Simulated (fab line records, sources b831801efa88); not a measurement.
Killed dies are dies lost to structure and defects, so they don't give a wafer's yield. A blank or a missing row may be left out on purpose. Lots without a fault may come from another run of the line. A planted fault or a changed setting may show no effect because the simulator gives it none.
A struck lot beside a sound one | flow gf180mcu | 32 steps out of a route of 602
Sound: wafers L501.1, L501.2, L501.3. Struck: wafers L502.1, L502.5, L502.6. The cause comes at the end.
At each step with rows: each side's tool, then ch and its chambers, then its first start. Under that, the readings that differ: sound wafers | struck wafers | difference of the means | sigmas: that difference in standard deviations of wafers without a fault.
alike: readings whose means differ by less than 2 such deviations, and words and numbers that are the same on both sides. not compared: withheld readings, readings that some wafer has no value for, bounds like >300 that may hide the same value, and numbers for which the record gives no deviation and whose values overlap.
The two part at a step that has a row with sigmas, a row that says differs or no value, or rows on one side only. Numbers that don't overlap but have no deviation are shown without sigmas and don't part them. A reading that every wafer of one side lacks parts them only if that side has two wafers or more.

first, 3 steps without rows for these wafers: GF_MVSD_EXPOSE_04 (exposes mask MVSD, target cd 1000 nm); GF_MVSD_PEB_05; GF_MVSD_DEVELOP_06 (develop time 61.14 s).
GF_MVSD_OVL_MEAS_07:
  sound on overlay-02, day 5 02:23; struck on overlay-01, day 5 10:19
  reading       | sound          | struck      | difference | sigmas
  MVSD_OVL (nm) | -0.5 -0.4 -0.6 | 2.0 1.7 2.8 | +2.7       | +2
then, 2 steps without rows for these wafers: GF_MVSD_IMPLANT_08; GF_MVSD_IMPLANT_09.
GF_MVSD_STRIP_10: strips in O2/N2.
  sound on plasma_asher-01 ch 0,1, day 5 02:43; struck on plasma_asher-04 ch 0,1, day 5 10:39
  alike: chamber_pressure_mTorr, drypump_motor_current_A, heater_power_w, o2_flow_sccm, oes_product_au, strip_time_to_endpoint_s
  not compared: rf_hours_counter_h
GF_MVSD_TW_MEAS_11:
  sound on film_metro-03, day 5 02:49; struck on film_metro-01, day 5 10:45
  alike: MVSD_TW
then, 4 steps without rows for these wafers: GF_MVPSD_DEHYDRATE_00 (time 60 s); GF_MVPSD_HMDS_01 (prime time 60 s); GF_MVPSD_COAT_02 (resist thk 3000 nm); GF_MVPSD_SOFTBAKE_03.
GF_MVPSD_EXPOSE_04: exposes mask MVPSD, target cd 1000 nm.
  sound on iline_stepper-02 ch 0, day 5 10:06; struck on iline_stepper-01 ch 0, day 5 18:00
  reading | sound                   | struck                                                | difference | sigmas
  mask    | MVPSD#0 MVPSD#0 MVPSD#0 | LVPWELL_LV_AREA#0 LVPWELL_LV_AREA#0 LVPWELL_LV_AREA#0 | differs    |
then, 2 steps without rows for these wafers: GF_MVPSD_PEB_05; GF_MVPSD_DEVELOP_06 (develop time 60 s).
GF_MVPSD_OVL_MEAS_07:
  sound on overlay-02, day 5 16:56; struck on overlay-01, day 6 01:15
  reading        | sound       | struck | difference                    | sigmas
  MVPSD_OVL (nm) | 3.3 3.4 3.9 | - - -  | no value on the struck wafers |
then, 2 steps without rows for these wafers: GF_MVPSD_IMPLANT_08; GF_MVPSD_IMPLANT_09.
GF_MVPSD_STRIP_10: strips in O2/N2.
  sound on plasma_asher-03 ch 0,1, day 5 17:16; struck on plasma_asher-02 ch 0,1, day 6 02:11
  alike: chamber_pressure_mTorr, drypump_motor_current_A, heater_power_w, o2_flow_sccm, oes_product_au, strip_time_to_endpoint_s
  not compared: rf_hours_counter_h
GF_MVPSD_TW_MEAS_11:
  sound on film_metro-03, day 5 17:22; struck on film_metro-02, day 6 02:17
  reading  | sound             | struck         | difference | sigmas
  MVPSD_TW | 558.6 556.3 557.1 | 30.3 30.1 30.3 | -527.1     | -99 or more
then, 7 steps without rows for these wafers: GF_VT_IMPLANT_DEHYDRATE_00 (time 60 s); GF_VT_IMPLANT_HMDS_01 (prime time 60 s); GF_VT_IMPLANT_COAT_02 (resist thk 1000 nm); GF_VT_IMPLANT_SOFTBAKE_03 (time 60 s); GF_VT_IMPLANT_EXPOSE_04 (exposes mask LVPWELL LV AREA, target cd 600 nm); GF_VT_IMPLANT_PEB_05; GF_VT_IMPLANT_DEVELOP_06 (develop time 60 s).
GF_VT_IMPLANT_OVL_MEAS_07:
  sound on overlay-01, day 6 07:52; struck on overlay-02, day 6 16:40
  alike: VT_IMPLANT_OVL
then, 1 step without rows for these wafers: GF_VT_IMPLANT_IMPLANT_08.
GF_VT_IMPLANT_STRIP_09: strips in O2/N2.
  sound on plasma_asher-03 ch 0,1, day 6 08:03; struck on plasma_asher-01 ch 0,1, day 6 16:50
  alike: chamber_pressure_mTorr, drypump_motor_current_A, heater_power_w, o2_flow_sccm, oes_product_au, strip_time_to_endpoint_s
  not compared: rf_hours_counter_h
GF_VT_IMPLANT_TW_MEAS_10:
  sound on film_metro-04, day 6 08:09; struck on film_metro-04, day 6 16:56
  reading       | sound       | struck      | difference | sigmas
  VT_IMPLANT_TW | 554 553 558 | 682 685 685 | +129       | +14
then, 1 step without rows for these wafers: GF_VT_IMPLANT_DEHYDRATE_11 (time 60 s).

WHERE THEY PART
First at GF_MVSD_OVL_MEAS_07; last, within this record, at GF_VT_IMPLANT_TW_MEAS_10.

WHY: what the simulator had put in
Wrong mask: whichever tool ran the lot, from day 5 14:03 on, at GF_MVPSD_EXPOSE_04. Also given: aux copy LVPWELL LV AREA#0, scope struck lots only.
